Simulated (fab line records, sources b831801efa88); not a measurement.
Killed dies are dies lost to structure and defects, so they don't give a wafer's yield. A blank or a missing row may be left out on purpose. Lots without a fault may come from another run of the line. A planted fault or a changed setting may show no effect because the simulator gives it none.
fab line records | flow sky130
record lots=5 wafers=15 last_day=50
route steps=708 shown FIELD_ISO@17 NWELL@32 DNWELL@35 PWDE@45
lots that met no fault: from a run of the same line without faults
start_h: hours from the record's first day to the start of the lot's first wafer shown | wait_h: hours since the lot's step before | " the same as in the row above | L1.1+2: a row that stands for several wafers | - no value, or no start given | * or withheld: withheld | < > ~ a bound
route shown NAME@n: a module of which the file shows steps, and the number in the route of the first | usual: mean/standard deviation of fault-free wafers | same: alike in all rows | chamber/n: place in a boat | sites: the reading at each site | _std_site: their standard deviation | _edge_site: outer sites' mean less inner sites' | radius_mm: how far each site lies from the wafer's centre | mask NAME#n: copy n | behind: the tool/chamber that last shaped the wafer | hold: why the lot was held/for how many hours/how that ended | device: the transistor (n, p or np) that didn't switch | end of line: the same wafers' tests at the end of the route | a step without rows: its recipe alone | killed: dies lost to structure and defects at the first sort, not the wafer's yield | map: a wafer's dies, x killed, . not, _ none there
set.NAME: the setting as run; set.NAME@STEP: as run at that earlier step | model.NAME: the simulator's own value behind a step, which no gauge read
lots at some steps of the route; a table a step, a row a wafer
services: from which hour (start_h, from the record's first day; less than 0 if before it) a tool's chamber was out of use, for how many hours, and why
## steps
# step SKY_FIELD_ISO_STRIP_16
# recipe chemistry=O2/N2 power_w=1400 pressure_mtorr=1500 platen_temp_c=withheld o2_flow_sccm=3000 n2_flow_sccm=300 overash_fraction=0.5
# usual drypump_motor_current_A=5.81/0.22 oes_product_au=0.377/0.0048 strip_time_to_endpoint_s=3.55/0.035
# columns lot.wafer tool chamber start_h wait_h drypump_motor_current_A oes_product_au rf_hours_counter_h strip_time_to_endpoint_s
L081.3 plasma_asher-01 1 63.77 0.1 5.68 0.376 - 3.56
L081.5 " 1 " " 5.73 0.370 - 3.52
L081.6 " 0 " " 5.63 0.379 - 3.49
L087.1 plasma_asher-04 1 99.34 0.1 5.93 0.385 38 3.51
L087.4 " 0 " " 5.93 0.383 - 3.56
L087.6 " 1 " " 5.93 0.368 - 3.50
L089.1 plasma_asher-03 0 108.33 0.0 5.60 0.367 31 3.52
L089.3 " 1 " " 6.27 0.380 - 3.56
L089.6 " 1 " " 6.26 0.375 - 3.51
L092.2 plasma_asher-01 1 124.47 0.0 5.75 0.370 44 3.53
L092.4 " 0 " " 5.64 0.368 - 3.55
L092.6 " 0 " " 5.64 0.375 - 3.52
L097.1 plasma_asher-04 1 148.67 0.0 5.94 0.375 3 3.54
L097.4 " 1 " " 5.95 0.374 - 3.50
L097.5 " 0 " " 5.94 0.386 - 3.62
# step SKY_FIELD_ISO_ETCH_17
# recipe target_depth_a=3420 mask_material=Si3N4 chemistry=HBr/Cl2/O2 target=Si taper_deg=5 icp_w=600 bias_w=150 pressure_mtorr=15 HBr_flow_sccm=150 Cl2_flow_sccm=40 O2_flow_sccm=6 time_s=97.7
# usual drypump_motor_current_A=5.8/0.54 oes_product_au=0.994/0.0099 throttle_valve_pct=25.660/0.011
# columns lot.wafer tool chamber start_h wait_h drypump_motor_current_A oes_product_au rf_hours_counter_h throttle_valve_pct
L081.3 rie_si-02 3 63.83 0.0 6.0 0.993 70 25.654
L081.5 " 3 " " 6.0 0.992 - 25.673
L081.6 " 0 " " 5.5 0.982 - 25.659
L087.1 rie_si-02 1 99.44 0.1 6.4 0.994 63 25.654
L087.4 " 3 " " 6.0 0.979 70 25.662
L087.6 " 1 " " 6.4 0.992 - 25.670
L089.1 rie_si-02 2 108.43 0.1 4.8 0.995 56 25.650
L089.3 " 0 " " 5.5 0.979 66 25.674
L089.6 " 1 " " 6.4 0.995 - 25.660
L092.2 rie_si-02 0 124.57 0.1 5.5 0.986 66 25.666
L092.4 " 1 " " 6.5 0.985 63 25.676
L092.6 " 3 " " 6.0 0.988 - 25.653
L097.1 rie_si-01 3 148.77 0.1 6.4 1.012 52 25.640
L097.4 " 2 " " 5.6 1.007 70 25.662
L097.5 " 0 " " 5.4 0.993 - 25.664
# step SKY_FIELD_ISO_WET_ETCH_18
# recipe chemistry=H3PO4 target_depth_nm=25 temp_c=160 target=Si3N4 time_s=286
# columns lot.wafer tool chamber start_h wait_h
L081.3+5+6 wet_bench-02 3 63.90 0.0
L087.1+4+6 wet_bench-01 2 99.51 0.0
L089.1+3+6 wet_bench-01 3 108.50 0.0
L092.2+4+6 wet_bench-01 3 124.64 0.0
L097.1+4+5 wet_bench-04 2 148.84 0.0
# step SKY_FIELD_ISO_CLEAN_19
# recipe chemistry=SC1/SC2 mix=1:4:20 temp_c=70 time_s=150
# columns lot.wafer tool chamber start_h wait_h
L081.3+5+6 wet_bench-04 1 63.99 0.0
L087.1+4+6 wet_bench-04 2 99.60 0.0
L089.1+3+6 wet_bench-04 1 108.60 0.0
L092.2+4+6 wet_bench-04 0 124.74 0.0
L097.1+4+5 wet_bench-04 3 148.93 0.0
# step SKY_FIELD_ISO_CLEAN_20
# recipe chemistry=dHF time_s=20 dilution=100:1
# columns lot.wafer tool chamber start_h wait_h
L081.3+5+6 wet_bench-02 3 64.04 0.0
L087.1+4+6 wet_bench-01 3 99.65 0.0
L089.1+3+6 wet_bench-01 0 108.65 0.0
L092.2+4+6 wet_bench-01 2 124.79 0.0
L097.1+4+5 wet_bench-04 1 148.98 0.0
# step SKY_FIELD_ISO_WET_ETCH_21
# recipe chemistry=dHF dilution=100:1 target_depth_nm=20 dry=ipa_marangoni target=SiO2 temp_c=25 time_s=400
# columns lot.wafer tool chamber start_h wait_h
L081.3+5+6 wet_bench-01 1 64.06 0.0
L087.1+4+6 wet_bench-04 1 99.66 0.0
L089.1+3+6 wet_bench-04 0 108.66 0.0
L092.2+4+6 wet_bench-04 2 124.81 0.0
L097.1+4+5 wet_bench-04 0 148.99 0.0
# step SKY_FIELD_ISO_OXIDATION_22
# recipe temp_c=950 ambient=O2 stabilise_s=600 purge_s=300 target_thk_a=100 ox_time_s=623
# usual spike_tc_centre_C=949.8/1.3 zone_power_bottom_pct=31/3.1 zone_power_top_pct=35/3.5
# columns lot.wafer tool chamber start_h wait_h spike_tc_centre_C zone_power_bottom_pct zone_power_top_pct
L081.3 furnace-01 0 64.19 0.0 950.4 34 31
L081.5 " 0 " " 951.8 34 31
L081.6 " 0 " " 949.8 34 30
L087.1 furnace-01 0 100.82 1.0 949.8 34 31
L087.4 " 0 " " 948.9 34 30
L087.6 " 0 " " 949.9 34 30
L089.1 furnace-02 0 108.78 0.0 948.7 28 38
L089.3 " 0 " " 948.9 28 38
L089.6 " 0 " " 948.9 28 37
L092.2 furnace-02 0 124.94 0.0 948.7 28 37
L092.4 " 0 " " 948.9 28 38
L092.6 " 0 " " 948.5 28 37
L097.1 furnace-02 0 152.11 3.0 948.4 28 38
L097.4 " 0 " " 949.2 28 37
L097.5 " 0 " " 949.3 28 38
# step SKY_FIELD_ISO_THK_MEAS_23
# recipe reads=SiO2_of_FIELD_ISO_OXIDATION_22
# usual FIELD_ISO_OXIDATION_01_THK=9.97/0.15
# columns lot.wafer tool chamber start_h wait_h FIELD_ISO_OXIDATION_01_THK[nm]
L081.3 film_metro-04 - 65.38 0.0 10.07
L081.5 " - " " 9.94
L081.6 " - " " 9.98
L087.1 film_metro-02 - 101.99 0.0 9.71
L087.4 " - " " 9.96
L087.6 " - " " 9.88
L089.1 film_metro-04 - 109.96 0.0 9.94
L089.3 " - " " 9.90
L089.6 " - " " 9.63
L092.2 film_metro-04 - 126.12 0.0 10.03
L092.4 " - " " 10.07
L092.6 " - " " 10.13
L097.1 film_metro-04 - 153.29 0.0 9.69
L097.4 " - " " 9.99
L097.5 " - " " 9.93
# step SKY_FIELD_ISO_CVD_24
# recipe material=SiO2 target_thk_nm=595 temp_c=650 sigma_open_frac=0.3 time_s=99.2 sih4_flow_sccm=60 pressure_mtorr=6
# columns lot.wafer tool chamber start_h wait_h
L081.3+5+6 hdpcvd-01 0,1,2 65.42 0.0
L087.1+4+6 hdpcvd-02 2,0,2 102.05 0.1
L089.1+3+6 hdpcvd-02 0,1,1 110.02 0.1
L092.2+4+6 hdpcvd-01 2,0,1 126.17 0.0
L097.1+4+5 hdpcvd-02 2,0,1 153.35 0.1
# step SKY_FIELD_ISO_THK_MEAS_25
# recipe reads=SiO2_of_FIELD_ISO_CVD_24
# usual FIELD_ISO_CVD_24_THK=594/6.1
# columns lot.wafer tool chamber start_h wait_h FIELD_ISO_CVD_24_THK[nm]
L081.3 film_metro-02 - 65.51 0.1 589
L081.5 " - " " 597
L081.6 " - " " 586
L087.1 film_metro-03 - 102.12 0.0 587
L087.4 " - " " 588
L087.6 " - " " 593
L089.1 film_metro-04 - 110.09 0.0 587
L089.3 " - " " 600
L089.6 " - " " 593
L092.2 film_metro-03 - 126.25 0.0 591
L092.4 " - " " 596
L092.6 " - " " 603
L097.1 film_metro-04 - 153.42 0.0 601
L097.4 " - " " 596
L097.5 " - " " 598
# step SKY_FIELD_ISO_ANNEAL_26
# recipe temp_c=1000 time_s=1800 ambient=N2
# usual spike_tc_centre_C=999.8/1.3 zone_power_bottom_pct=35/3.4 zone_power_top_pct=37/3.8
# columns lot.wafer tool chamber start_h wait_h spike_tc_centre_C zone_power_bottom_pct zone_power_top_pct
L081.3 furnace-01 0 65.55 0.0 1001.5 38 33
L081.5 " 0 " " 1000.6 38 33
L081.6 " 0 " " 1000.5 38 33
L087.1 furnace-02 0 102.94 0.8 999.5 31 41
L087.4 " 0 " " 1000.5 31 41
L087.6 " 0 " " 1000.5 32 40
L089.1 furnace-01 0 110.70 0.6 1000.3 38 33
L089.3 " 0 " " 999.0 37 32
L089.6 " 0 " " 1002.1 39 34
L092.2 furnace-02 0 126.30 0.0 998.9 31 40
L092.4 " 0 " " 999.0 32 41
L092.6 " 0 " " 997.6 31 41
L097.1 furnace-02 0 158.95 5.5 999.1 31 41
L097.4 " 0 " " 999.5 32 41
L097.5 " 0 " " 999.3 31 41
# step SKY_FIELD_ISO_CMP_27
# recipe stop_on=Si3N4 t_overpolish_s=16 down_force_psi=4 platen_rpm=60 target_thk_nm=457.8 pad_velocity_m_s=0.94248
# usual motor_current_A=11.9/1 overpolish_run_s=16.000/0.0092 time_to_endpoint_s=109/3.7
# columns lot.wafer tool chamber start_h wait_h motor_current_A overpolish_run_s time_to_endpoint_s
L081.3 cmp-02 1 67.05 0.0 10.9 15.981 112
L081.5 " 1 " " 11.2 15.987 116
L081.6 " 2 " " 11.0 15.998 105
L087.4 cmp-01 1 104.54 0.1 11.4 15.993 106
L087.1 " 2 " " 12.5 16.020 105
L087.6 " 0 " " 10.5 15.996 106
L089.3 cmp-02 3 112.20 0.0 12.2 15.994 111
L089.1 " 1 " " 11.1 16.000 115
L089.6 " 0 " " 13.5 15.993 107
L092.4 cmp-02 1 128.13 0.3 11.5 16.004 117
L092.2 " 3 " " 12.6 15.985 108
L092.6 " 0 " " 12.2 16.018 115
L097.1 cmp-01 0 160.45 0.0 9.9 15.998 113
L097.4 " 2 " " 13.1 15.989 109
L097.5 " 0 " " 11.0 15.997 110
# step SKY_FIELD_ISO_WET_ETCH_28
# recipe chemistry=dHF target_depth_nm=23.7 target=SiO2 dilution=10:1 temp_c=25 time_s=47
# columns lot.wafer tool chamber start_h wait_h
L081.3+5+6 wet_bench-04 1 67.35 0.2
L087.1+4+6 wet_bench-01 3 104.74 0.1
L089.1+3+6 wet_bench-04 3 112.50 0.1
L092.2+4+6 wet_bench-01 2 128.38 0.1
L097.1+4+5 wet_bench-01 2 160.75 0.2
# step SKY_FIELD_ISO_WET_ETCH_29
# recipe chemistry=H3PO4 target_depth_nm=160 target=Si3N4 temp_c=160 time_s=1825
# columns lot.wafer tool chamber start_h wait_h
L081.3+5+6 wet_bench-02 1 67.37 0.0
L087.1+4+6 wet_bench-04 1 104.76 0.0
L089.1+3+6 wet_bench-01 2 112.52 0.0
L092.2+4+6 wet_bench-01 1 128.40 0.0
L097.1+4+5 wet_bench-04 1 160.77 0.0
# step SKY_FIELD_ISO_WET_ETCH_30
# recipe chemistry=dHF target_depth_nm=25 target=SiO2 dilution=10:1 temp_c=25 time_s=50
# columns lot.wafer tool chamber start_h wait_h
L081.3+5+6 wet_bench-01 2 67.89 0.0
L087.1+4+6 wet_bench-01 1 105.32 0.0
L089.1+3+6 wet_bench-04 2 113.09 0.0
L092.2+4+6 wet_bench-04 1 128.92 0.0
L097.1+4+5 wet_bench-04 2 161.28 0.0
# step SKY_NWELL_CLEAN_00
# recipe chemistry=SC1/SC2 mix=1:4:20 temp_c=70 time_s=150 dry=n2_spin
# columns lot.wafer tool chamber start_h wait_h
L081.3+5+6 wet_bench-04 1 67.91 0.0
L087.1+4+6 wet_bench-04 2 105.36 0.0
L089.1+3+6 wet_bench-01 1 113.11 0.0
L092.2+4+6 wet_bench-01 0 128.94 0.0
L097.1+4+5 wet_bench-04 2 161.31 0.0
# step SKY_NWELL_OXIDATION_01
# recipe temp_c=900 ambient=O2 stabilise_s=600 purge_s=300 target_thk_a=100 ox_time_s=1418
# usual spike_tc_centre_C=899.6/1.3 zone_power_bottom_pct=26.8/2.6 zone_power_top_pct=32/3.2
# columns lot.wafer tool chamber start_h wait_h spike_tc_centre_C zone_power_bottom_pct zone_power_top_pct
L081.3 furnace-01 0 68.46 0.5 900.2 30.0 27
L081.5 " 0 " " 898.4 30.7 28
L081.6 " 0 " " 900.3 30.2 27
L087.1 furnace-01 0 105.41 0.0 901.5 30.0 28
L087.4 " 0 " " 902.8 30.1 28
L087.6 " 0 " " 900.4 30.6 28
L089.1 furnace-01 0 113.55 0.4 899.7 30.0 28
L089.3 " 0 " " 901.1 30.0 28
L089.6 " 0 " " 900.8 30.0 28
L092.2 furnace-01 0 128.99 0.0 901.8 30.1 28
L092.4 " 0 " " 902.4 29.8 28
L092.6 " 0 " " 902.7 30.5 28
L097.1 furnace-02 0 164.66 3.3 898.0 24.3 34
L097.4 " 0 " " 898.2 24.7 34
L097.5 " 0 " " 898.7 25.2 34
# step SKY_NWELL_THK_MEAS_02
# recipe reads=SiO2_of_NWELL_OXIDATION_01
# usual NWELL_OXIDATION_THK=9.96/0.2
# columns lot.wafer tool chamber start_h wait_h NWELL_OXIDATION_THK[nm]
L081.3 film_metro-04 - 69.87 0.0 10.22
L081.5 " - " " 10.21
L081.6 " - " " 10.20
L087.1 film_metro-02 - 106.80 0.0 9.88
L087.4 " - " " 10.02
L087.6 " - " " 9.85
L089.1 film_metro-01 - 114.94 0.0 10.32
L089.3 " - " " 10.15
L089.6 " - " " 10.17
L092.2 film_metro-01 - 130.40 0.0 9.84
L092.4 " - " " 9.79
L092.6 " - " " 9.88
L097.1 film_metro-02 - 166.06 0.0 9.59
L097.4 " - " " 9.42
L097.5 " - " " 9.65
# step SKY_DNWELL_DEHYDRATE_00
# recipe temp_c=200 time_s=60
# columns lot.wafer tool chamber start_h wait_h
L081.3+5+6 litho_track-01 0 77.60 7.7
L087.1+4+6 litho_track-04 0 115.06 8.3
L089.1+3+6 litho_track-04 0 123.81 8.9
L092.2+4+6 litho_track-02 0 139.02 8.6
L097.1+4+5 litho_track-01 0 174.95 8.9
# step SKY_DNWELL_HMDS_01
# recipe prime_time_s=60 prime_temp_c=120
# columns lot.wafer tool chamber start_h wait_h
L081.3+5+6 litho_track-01 0 77.75 0.1
L087.1+4+6 litho_track-04 0 115.21 0.1
L089.1+3+6 litho_track-04 0 123.96 0.1
L092.2+4+6 litho_track-02 0 139.17 0.1
L097.1+4+5 litho_track-01 0 175.10 0.1
# step SKY_DNWELL_COAT_02
# recipe spin_rpm=2000 resist_thk_nm=3000
# columns lot.wafer tool chamber start_h wait_h
L081.3+5+6 litho_track-01 0 77.90 0.1
L087.1+4+6 litho_track-04 0 115.36 0.1
L089.1+3+6 litho_track-04 0 124.11 0.1
L092.2+4+6 litho_track-02 0 139.32 0.1
L097.1+4+5 litho_track-01 0 175.25 0.1
# step SKY_DNWELL_SOFTBAKE_03
# recipe temp_c=110 time_s=withheld
# columns lot.wafer tool chamber start_h wait_h
L081.3+5+6 litho_track-01 0 78.07 0.1
L087.1+4+6 litho_track-04 0 115.51 0.1
L089.1+3+6 litho_track-04 0 124.26 0.1
L092.2+4+6 litho_track-02 0 139.48 0.1
L097.1+4+5 litho_track-01 0 175.40 0.1
# step SKY_DNWELL_EXPOSE_04
# recipe mask_id=DNM na=0.57 target_cd_nm=3000 dose_mj=222
# same na=0.57
# columns lot.wafer tool chamber start_h wait_h mask
L081.3+5+6 iline_stepper-01 0 - - DNM#0
L087.1+4+6 iline_stepper-02 0 - - DNM#0
L089.1+3+6 iline_stepper-01 0 - - DNM#0
L092.2+4+6 iline_stepper-02 0 - - DNM#0
L097.1+4+5 iline_stepper-01 0 - - DNM#0
# step SKY_DNWELL_PEB_05
# recipe temp_c=115 time_s=withheld
# columns lot.wafer tool chamber start_h wait_h
L081.3+5+6 litho_track-02 0 - -
L087.1+4+6 litho_track-04 0 - -
L089.1+3+6 litho_track-04 0 - -
L092.2+4+6 litho_track-02 0 - -
L097.1+4+5 litho_track-04 0 - -
# step SKY_DNWELL_DEVELOP_06
# recipe wall_angle_deg=90 developer=TMAH develop_time_s=60 dev_temp_c=23
# columns lot.wafer tool chamber start_h wait_h
L081.3+5+6 litho_track-02 0 - -
L087.1+4+6 litho_track-04 0 - -
L089.1+3+6 litho_track-04 0 - -
L092.2+4+6 litho_track-02 0 - -
L097.1+4+5 litho_track-04 0 - -
# step SKY_DNWELL_IMPLANT_07
# recipe species=P energy_kev=withheld dose_cm2=withheld tilt_deg=withheld
# same implant_ion_amu=*
# columns lot.wafer tool chamber start_h wait_h
L081.3+5+6 implanter-02 0 86.85 -
L087.1+4+6 implanter-01 0 124.81 -
L089.1+3+6 implanter-02 0 133.86 -
L092.2+4+6 implanter-02 0 148.87 -
L097.1+4+5 implanter-04 0 186.01 -
# step SKY_DNWELL_STRIP_08
# recipe chemistry=O2/N2 power_w=1400 pressure_mtorr=1500 platen_temp_c=withheld o2_flow_sccm=3000 n2_flow_sccm=300 overash_fraction=0.5
# usual drypump_motor_current_A=5.81/0.22 oes_product_au=0.723/0.0045 strip_time_to_endpoint_s=36.96/0.1
# columns lot.wafer tool chamber start_h wait_h drypump_motor_current_A oes_product_au rf_hours_counter_h strip_time_to_endpoint_s
L081.3 plasma_asher-03 1 86.98 0.1 6.26 0.722 - 37.00
L081.5 " 1 " " 6.25 0.720 - 36.88
L081.6 " 0 " " 5.60 0.723 - 37.02
L087.1 plasma_asher-02 1 124.96 0.1 5.89 0.730 47 36.85
L087.4 " 0 " " 5.67 0.729 - 36.99
L087.6 " 1 " " 5.88 0.728 - 36.91
L089.1 plasma_asher-03 1 134.01 0.1 6.25 0.721 34 36.75
L089.3 " 0 " " 5.62 0.719 - 36.75
L089.6 " 0 " " 5.59 0.727 - 36.77
L092.2 plasma_asher-03 0 149.00 0.1 5.62 0.718 35 36.83
L092.4 " 1 " " 6.29 0.719 - 37.02
L092.6 " 0 " " 5.61 0.729 - 36.86
L097.1 plasma_asher-01 0 186.16 0.1 5.68 0.730 50 36.97
L097.4 " 1 " " 5.75 0.727 - 36.82
L097.5 " 0 " " 5.68 0.721 - 36.96
# step SKY_DNWELL_TW_MEAS_09
# usual DNWELL_TW=1121/7.2
# columns lot.wafer tool chamber start_h wait_h DNWELL_TW
L081.3 film_metro-02 - 87.07 0.1 1107
L081.5 " - " " 1110
L081.6 " - " " 1115
L087.1 film_metro-04 - 125.06 0.1 1131
L087.4 " - " " 1135
L087.6 " - " " 1133
L089.1 film_metro-01 - 134.11 0.1 1120
L089.3 " - " " 1124
L089.6 " - " " 1114
L092.2 film_metro-01 - 149.11 0.1 1131
L092.4 " - " " 1120
L092.6 " - " " 1130
L097.1 film_metro-04 - 186.26 0.1 1123
L097.4 " - " " 1134
L097.5 " - " " 1129
# step SKY_PWDE_DEHYDRATE_00
# recipe temp_c=200 time_s=60
# columns lot.wafer tool chamber start_h wait_h
L081.3+5+6 litho_track-04 0 95.26 8.2
L087.1+4+6 litho_track-03 0 133.82 8.7
L089.1+3+6 litho_track-02 0 142.69 8.6
L092.2+4+6 litho_track-04 0 157.59 8.5
L097.1+4+5 litho_track-03 0 195.27 9.0
# step SKY_PWDE_HMDS_01
# recipe prime_time_s=60 prime_temp_c=120
# columns lot.wafer tool chamber start_h wait_h
L081.3+5+6 litho_track-04 0 95.41 0.1
L087.1+4+6 litho_track-03 0 133.97 0.1
L089.1+3+6 litho_track-02 0 142.84 0.1
L092.2+4+6 litho_track-04 0 157.74 0.1
L097.1+4+5 litho_track-03 0 195.42 0.1
# step SKY_PWDE_COAT_02
# recipe spin_rpm=2000 resist_thk_nm=3000
# columns lot.wafer tool chamber start_h wait_h
L081.3+5+6 litho_track-04 0 95.56 0.1
L087.1+4+6 litho_track-03 0 134.12 0.1
L089.1+3+6 litho_track-02 0 142.99 0.1
L092.2+4+6 litho_track-04 0 157.89 0.1
L097.1+4+5 litho_track-03 0 195.57 0.1
# step SKY_PWDE_SOFTBAKE_03
# recipe temp_c=110 time_s=withheld
# columns lot.wafer tool chamber start_h wait_h
L081.3+5+6 litho_track-04 0 95.73 0.1
L087.1+4+6 litho_track-03 0 134.27 0.1
L089.1+3+6 litho_track-02 0 143.14 0.1
L092.2+4+6 litho_track-04 0 158.05 0.1
L097.1+4+5 litho_track-03 0 195.72 0.1
# step SKY_PWDE_EXPOSE_04
# recipe mask_id=PWDEM na=0.6 source_shape=conventional sigma_outer=0.6 polarization=unpolarized target_cd_nm=840 dose_mj=214
# same na=0.6
# columns lot.wafer tool chamber start_h wait_h mask
L081.3+5+6 iline_stepper-01 0 - - PWDEM#0
L087.1+4+6 iline_stepper-01 0 - - PWDEM#0
L089.1+3+6 iline_stepper-02 0 - - PWDEM#0
L092.2+4+6 iline_stepper-02 0 - - PWDEM#0
L097.1+4+5 iline_stepper-02 0 - - PWDEM#0
# step SKY_PWDE_PEB_05
# recipe temp_c=115 time_s=withheld
# columns lot.wafer tool chamber start_h wait_h
L081.3+5+6 litho_track-03 0 - -
L087.1+4+6 litho_track-02 0 - -
L089.1+3+6 litho_track-02 0 - -
L092.2+4+6 litho_track-04 0 - -
L097.1+4+5 litho_track-04 0 - -
# step SKY_PWDE_DEVELOP_06
# recipe wall_angle_deg=90 developer=TMAH develop_time_s=60 dev_temp_c=23
# columns lot.wafer tool chamber start_h wait_h
L081.3+5+6 litho_track-03 0 - -
L087.1+4+6 litho_track-02 0 - -
L089.1+3+6 litho_track-02 0 - -
L092.2+4+6 litho_track-04 0 - -
L097.1+4+5 litho_track-04 0 - -
# step SKY_PWDE_OVL_MEAS_07
# usual PWDE_OVL=0.2/1.5
# columns lot.wafer tool chamber start_h wait_h PWDE_OVL[nm]
L081.3 overlay-02 - 104.19 - -0.9
L081.5 " - " " -1.6
L081.6 " - " " -0.8
L087.1 overlay-02 - 143.69 - 2.2
L087.4 " - " " 2.2
L087.6 " - " " 1.0
L089.1 overlay-02 - 152.74 - -0.1
L089.3 " - " " -0.9
L089.6 " - " " -0.7
L092.2 overlay-02 - 167.87 - -1.8
L092.4 " - " " -0.8
L092.6 " - " " -2.7
L097.1 overlay-02 - 206.91 - -0.5
L097.4 " - " " 0.0
L097.5 " - " " -0.2
# step SKY_PWDE_IMPLANT_08
# recipe species=B energy_kev=150 dose_cm2=3.6e+12 tilt_deg=withheld
# same implant_ion_amu=11
# columns lot.wafer tool chamber start_h wait_h
L081.3+5+6 implanter-04 0 104.26 0.1
L087.1+4+6 implanter-04 0 143.73 0.0
L089.1+3+6 implanter-03 0 152.78 0.0
L092.2+4+6 implanter-02 0 167.92 0.0
L097.1+4+5 implanter-04 0 206.95 0.0
# step SKY_PWDE_STRIP_09
# recipe chemistry=O2/N2 power_w=1400 pressure_mtorr=1500 platen_temp_c=withheld o2_flow_sccm=3000 n2_flow_sccm=300 overash_fraction=0.5
# usual drypump_motor_current_A=5.81/0.12 oes_product_au=0.722/0.0043 strip_time_to_endpoint_s=36.98/0.12
# columns lot.wafer tool chamber start_h wait_h drypump_motor_current_A oes_product_au rf_hours_counter_h strip_time_to_endpoint_s
L081.3 plasma_asher-04 0 104.39 0.1 5.91 0.722 - 36.89
L081.5 " 0 " " 5.94 0.725 - 36.95
L081.6 " 1 " " 5.93 0.713 - 37.02
L087.1 plasma_asher-01 0 143.88 0.1 5.64 0.722 46 36.98
L087.4 " 0 " " 5.64 0.718 - 36.97
L087.6 " 0 " " 5.67 0.727 - 36.96
L089.1 plasma_asher-04 1 152.93 0.1 5.91 0.725 3 37.16
L089.3 " 1 " " 5.92 0.719 - 37.10
L089.6 " 0 " " 5.92 0.730 - 37.13
L092.2 plasma_asher-02 0 168.05 0.1 5.70 0.731 51 36.96
L092.4 " 0 " " 5.68 0.726 - 36.78
L092.6 " 1 " " 5.88 0.727 - 36.78
L097.1 plasma_asher-04 0 207.10 0.1 5.93 0.733 8 36.86
L097.4 " 0 " " 5.93 0.729 - 36.86
L097.5 " 1 " " 5.95 0.723 - 36.81
# step SKY_PWDE_TW_MEAS_10
# usual PWDE_TW=376.1/2.2
# columns lot.wafer tool chamber start_h wait_h PWDE_TW
L081.3 film_metro-04 - 104.48 0.1 375.2
L081.5 " - " " 374.5
L081.6 " - " " 378.5
L087.1 film_metro-02 - 143.98 0.1 374.8
L087.4 " - " " 370.4
L087.6 " - " " 371.5
L089.1 film_metro-01 - 153.03 0.1 374.8
L089.3 " - " " 375.6
L089.6 " - " " 375.6
L092.2 film_metro-01 - 168.16 0.1 377.4
L092.4 " - " " 379.6
L092.6 " - " " 378.0
L097.1 film_metro-04 - 207.20 0.1 378.4
L097.4 " - " " 380.1
L097.5 " - " " 379.8
# step SKY_NWELL_DEHYDRATE_03
# recipe temp_c=200 time_s=60
# columns lot.wafer tool chamber start_h wait_h
L081.3+5+6 litho_track-01 0 113.50 9.0
L087.1+4+6 litho_track-02 0 153.04 9.1
L089.1+3+6 litho_track-01 0 161.65 8.6
L092.2+4+6 litho_track-02 0 177.62 9.5
L097.1+4+5 litho_track-01 0 216.80 9.6
# step SKY_NWELL_HMDS_04
# recipe prime_time_s=60 prime_temp_c=120
# columns lot.wafer tool chamber start_h wait_h
L081.3+5+6 litho_track-01 0 113.65 0.1
L087.1+4+6 litho_track-02 0 153.19 0.1
L089.1+3+6 litho_track-01 0 161.80 0.1
L092.2+4+6 litho_track-02 0 177.77 0.1
L097.1+4+5 litho_track-01 0 216.95 0.1
# step SKY_NWELL_COAT_05
# recipe spin_rpm=2000 resist_thk_nm=3000
# columns lot.wafer tool chamber start_h wait_h
L081.3+5+6 litho_track-01 0 113.80 0.1
L087.1+4+6 litho_track-02 0 153.34 0.1
L089.1+3+6 litho_track-01 0 161.95 0.1
L092.2+4+6 litho_track-02 0 177.92 0.1
L097.1+4+5 litho_track-01 0 217.10 0.1
# step SKY_NWELL_SOFTBAKE_06
# recipe temp_c=110 time_s=withheld
# columns lot.wafer tool chamber start_h wait_h
L081.3+5+6 litho_track-01 0 113.97 0.1
L087.1+4+6 litho_track-02 0 153.49 0.1
L089.1+3+6 litho_track-01 0 162.10 0.1
L092.2+4+6 litho_track-02 0 178.08 0.1
L097.1+4+5 litho_track-01 0 217.25 0.1
# step SKY_NWELL_EXPOSE_07
# recipe mask_id=NWM na=0.6 source_shape=conventional sigma_outer=0.6 polarization=unpolarized target_cd_nm=840 dose_mj=255
# same na=0.6
# columns lot.wafer tool chamber start_h wait_h mask
L081.3+5+6 iline_stepper-02 0 - - NWM#0
L087.1+4+6 iline_stepper-02 0 - - NWM#0
L089.1+3+6 iline_stepper-02 0 - - NWM#0
L092.2+4+6 iline_stepper-02 0 - - NWM#0
L097.1+4+5 iline_stepper-02 0 - - NWM#0
# step SKY_NWELL_PEB_08
# recipe temp_c=115 time_s=withheld
# columns lot.wafer tool chamber start_h wait_h
L081.3+5+6 litho_track-03 0 - -
L087.1+4+6 litho_track-01 0 - -
L089.1+3+6 litho_track-03 0 - -
L092.2+4+6 litho_track-03 0 - -
L097.1+4+5 litho_track-01 0 - -
# step SKY_NWELL_DEVELOP_09
# recipe wall_angle_deg=90 developer=TMAH develop_time_s=60 dev_temp_c=23
# columns lot.wafer tool chamber start_h wait_h
L081.3+5+6 litho_track-03 0 - -
L087.1+4+6 litho_track-01 0 - -
L089.1+3+6 litho_track-03 0 - -
L092.2+4+6 litho_track-03 0 - -
L097.1+4+5 litho_track-01 0 - -
# step SKY_NWELL_OVL_MEAS_10
# usual NWELL_00_OVL=0.2/1.6
# columns lot.wafer tool chamber start_h wait_h NWELL_00_OVL[nm]
L081.3 overlay-02 - 123.04 - -0.6
L081.5 " - " " 0.0
L081.6 " - " " 0.9
L087.1 overlay-01 - 163.25 - -0.9
L087.4 " - " " -0.1
L087.6 " - " " 0.3
L089.1 overlay-02 - 171.42 - -0.1
L089.3 " - " " -2.6
L089.6 " - " " -0.2
L092.2 overlay-01 - 187.98 - -0.7
L092.4 " - " " -0.4
L092.6 " - " " 0.7
L097.1 overlay-01 - 228.90 - -2.1
L097.4 " - " " -0.1
L097.5 " - " " -3.6
## services
# columns tool chamber start_h hours kind
implanter-02 - 39.94 1.3 repair
furnace-02 - 40.43 4.4 pm
implanter-04 - 47.24 3.1 pm
iline_stepper-01 - 59.35 4.6 repair
hdpcvd-02 - 66.75 15.0 pm
plasma_asher-04 - 67.13 30.5 repair
iline_stepper-02 - 71.56 2.1 pm
wet_bench-02 - 82.32 86.9 repair
rie_si-02 0 84.28 4.0 repair
furnace-02 - 84.40 4.4 pm
cmp-02 - 103.23 2.3 repair
cmp-02 - 103.65 2.4 repair
plasma_asher-04 - 108.75 9.0 pm
implanter-02 - 114.56 1.3 repair
furnace-01 - 133.37 44.0 repair
cmp-02 - 158.88 0.4 repair
plasma_asher-04 - 162.34 2.5 repair
iline_stepper-02 - 164.19 7.6 repair
rie_si-02 3 168.57 19.8 repair
furnace-01 - 177.38 3.2 pm
furnace-02 - 185.84 15.9 pm
wet_bench-01 - 201.67 1.9 pm
plasma_asher-03 - 222.11 1.9 repair
furnace-01 - 228.61 3.3 pm
## key
fault none
